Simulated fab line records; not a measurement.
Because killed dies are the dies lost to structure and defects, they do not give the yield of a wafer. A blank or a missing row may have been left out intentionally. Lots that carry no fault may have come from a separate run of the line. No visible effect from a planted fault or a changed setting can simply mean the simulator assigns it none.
Commonality check across tools | flow sky130 | Sample size 13 lots and 42 wafers

WHAT PROMPTED THE OPENING
At SKY_POLY_GATE_THK_MEAS_01 the reading POLY_GATE_CVD_00_THK is flagged on 1 of 13 lots. No-fault wafers: 179.8 nm, standard deviation 1.4.
Rule: a lot gets a flag if all its wafers with a number sit over 4 standard deviations from that mean, or if no wafer of it has a number. As for the other lots, they are considered sound.

lot  | measured     | on            | POLY_GATE_CVD_00_THK (nm), wafer by wafer | flag
L852 | day 13 17:50 | film metro-03 | 180.1 178.5 178.9                         |
L854 | day 14 12:40 | film metro-04 | 178.8 178.5 176.3                         |
L855 | day 14 18:34 | film metro-01 | 181.0 180.8 182.2                         |
L857 | day 15 18:25 | film metro-03 | 177.3 178.8 178.2                         |
L858 | day 15 23:30 | film metro-01 | 179.2 179.9 180.8                         |
L859 | day 16 15:36 | film metro-01 | 180.5 180.8 179.7                         |
L860 | day 17 13:10 | film metro-03 | 180.2 181.9 180.9                         |
L861 | day 18 02:47 | film metro-03 | 180.7 180.5 181.1                         |
L863 | day 18 02:47 | film metro-04 | 180.9 179.0 178.2                         |
L862 | day 18 02:52 | film metro-04 | 182.2 181.7 181.7                         |
L865 | day 18 23:36 | film metro-04 | 195.7 195.3 195.4 195.8 195.6 195.3       | FLAGGED
L874 | day 21 20:44 | film metro-04 | 179.4 178.6 177.9                         |
L875 | day 22 02:56 | film metro-01 | 178.4 179.8 176.9                         |
Average over the flagged lots: 195.5 nm; offset from the usual +15.7 nm, equal to +11 standard deviations.

WHICH TOOL RAN EACH LOT
The record holds 1 process step before the reading, out of a route of 708 steps. Cell contents, in order: the tool; ch with the chambers the sampled wafers went through; the start.
lot  | flag    | SKY_POLY_GATE_CVD_00
L852 |         | lpcvd-01 ch 0, day 13 16:38
L854 |         | lpcvd-01 ch 1, day 14 11:28
L855 |         | lpcvd-01 ch 0, day 14 17:21
L857 |         | lpcvd-01 ch 1, day 15 17:13
L858 |         | lpcvd-01 ch 0, day 15 22:17
L859 |         | lpcvd-01 ch 1, day 16 14:23
L860 |         | lpcvd-01 ch 0, day 17 11:57
L861 |         | lpcvd-01 ch 0, day 18 00:05
L863 |         | lpcvd-01 ch 1, day 18 00:05
L862 |         | lpcvd-01 ch 0, day 18 00:05
L865 | FLAGGED | lpcvd-01 ch 0, day 18 22:22
L874 |         | lpcvd-01 ch 1, day 21 19:32
L875 |         | lpcvd-01 ch 1, day 22 01:43
These steps, and what they do:
- SKY_POLY_GATE_CVD_00: deposits poly-Si, target thk 180 nm, time 720 s.
- SKY_POLY_GATE_THK_MEAS_01

FLAGGED OVER TOTAL, TOOL BY TOOL (the gauges that took the reading come last)
step                      | tool          | lots run | flagged | share of the flagged lots | sound lots run after its first flagged lot
SKY_POLY_GATE_CVD_00      | lpcvd-01      | 13       | 1       | all                       | 2 (L874,L875)
SKY_POLY_GATE_THK_MEAS_01 | film metro-01 | 4        | 0       | none                      | -
SKY_POLY_GATE_THK_MEAS_01 | film metro-03 | 4        | 0       | none                      | -
SKY_POLY_GATE_THK_MEAS_01 | film metro-04 | 5        | 1       | all                       | 1 (L874)

THE TABLE: WHAT IT ALLOWS
2 rows of the table ran every flagged lot: lpcvd-01 at SKY_POLY_GATE_CVD_00, film metro-04 at SKY_POLY_GATE_THK_MEAS_01.
- lpcvd-01 at SKY_POLY_GATE_CVD_00 ran 13 lots, 1 of them flagged. Lots that were sound ran on it after the first flagged one (L874, L875); a persistent fault on the entire tool would not allow that. Its own readings lie more than 4 standard deviations out on every wafer of the flagged lots: pressure mtorr.
- film metro-04 at SKY_POLY_GATE_THK_MEAS_01 ran 5 lots, 1 of them flagged. Lots that were sound ran on it after the first flagged one (L874); a persistent fault on the entire tool would not allow that.
None of the table's rows ran every flagged lot and, after the first, no sound lot.

WHAT THE SIMULATOR HAD INSERTED
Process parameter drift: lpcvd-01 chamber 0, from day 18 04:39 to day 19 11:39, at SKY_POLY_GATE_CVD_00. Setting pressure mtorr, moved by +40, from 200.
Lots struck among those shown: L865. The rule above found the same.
